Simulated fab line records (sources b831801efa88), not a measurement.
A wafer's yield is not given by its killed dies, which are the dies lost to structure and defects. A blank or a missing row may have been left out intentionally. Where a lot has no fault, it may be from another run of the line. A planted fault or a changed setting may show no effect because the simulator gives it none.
Matching of chambers | flow gf180mcu | GF_V1_CVD_02 on pecvd-01 has 3 sister chambers
The step deposits SiO2 from TEOS, target thk 850 nm, time 94.851 s. 3 wafers are shown with their chamber, then 9 later ones without.

== WAFERS WITH THEIR CHAMBER ==
wafer  | chamber | heater power w (W)
L167.2 | 1       | 712
L167.3 | 0       | 1035
L167.5 | 2       | 767

== WAFERS MISSING THEIR CHAMBER ==
wafer  | heater power w (W)
L169.1 | 885
L169.2 | 722
L169.6 | 695
L168.1 | 779
L168.2 | 717
L168.4 | 625
L172.2 | 745
L172.4 | 608
L172.5 | 834

== WHICH CHAMBER EACH WENT THROUGH ==
wafer  | from the rows above          | in truth
L169.1 | can't be placed: 2 or 0 or 1 | 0
L169.2 | can't be placed: 1 or 2      | 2
L169.6 | can't be placed: 1 or 2      | 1
L168.1 | can't be placed: 2 or 1      | 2
L168.2 | can't be placed: 1 or 2      | 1
L168.4 | can't be placed: 1 or 2      | 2
L172.2 | can't be placed: 2 or 1      | 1
L172.4 | can't be placed: 1 or 2      | 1
L172.5 | can't be placed: 2 or 1      | 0
Correct placement for 0 of the 9. Can't be placed from these rows: 9 (the true chamber is among the candidates in 8). Placed wrongly: 0.
How it was worked out, from the rows above alone: a wafer's distance from a chamber is the root of the sum, over the readings, of the square of ((its reading less the chamber's mean) divided by the reading's scatter). The wafer belongs to the nearest chamber; if the next one is less than 2 further off, it can't be placed. A chamber's mean is the mean of its shown wafers. The scatter: root of mean squared gap, hidden wafer to nearest shown wafer, with one shown wafer a chamber.
